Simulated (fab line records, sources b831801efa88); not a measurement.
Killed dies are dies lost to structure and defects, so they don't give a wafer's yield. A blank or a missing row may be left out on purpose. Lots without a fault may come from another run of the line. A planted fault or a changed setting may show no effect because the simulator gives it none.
Chamber matching | flow sky130 | SKY_VIA2_ETCH_14 on rie_diel-01: 4 sister chambers
The step etches BARC in N2/H2, stops on SiO2, time 45.9 s, target depth 60 nm. 4 wafers are shown with their chamber, then 7 later ones without.

WAFERS WITH THEIR CHAMBER
wafer  | chamber | drypump_motor_current_A (A)
L717.2 | 2       | 5.67
L719.3 | 1       | 6.38
L721.1 | 0       | 6.11
L721.3 | 3       | 5.93

WAFERS WITHOUT THEIR CHAMBER
wafer  | drypump_motor_current_A (A)
L721.6 | 6.40
L723.1 | 6.12
L723.5 | 6.43
L723.6 | 6.14
L724.2 | 5.93
L724.4 | 6.13
L724.5 | 6.37

WHICH CHAMBER EACH WENT THROUGH
wafer  | from the rows above | in truth
L721.6 | 1                   | 1
L723.1 | 0                   | 0
L723.5 | 1                   | 1
L723.6 | 0                   | 0
L724.2 | 3                   | 3
L724.4 | 0                   | 0
L724.5 | 1                   | 1
Placed correctly: 7 of 7. Can't be placed from these rows: 0. Placed wrongly: 0.
How it was worked out, from the rows above alone: a wafer's distance from a chamber is the root of the sum, over the readings, of the square of ((its reading less the chamber's mean) divided by the reading's scatter). The wafer belongs to the nearest chamber; if the next one is less than 2 further off, it can't be placed. A chamber's mean is the mean of its shown wafers. The scatter: with one shown wafer a chamber, the root of the mean of the squares of how far each hidden wafer lies from its nearest shown one.
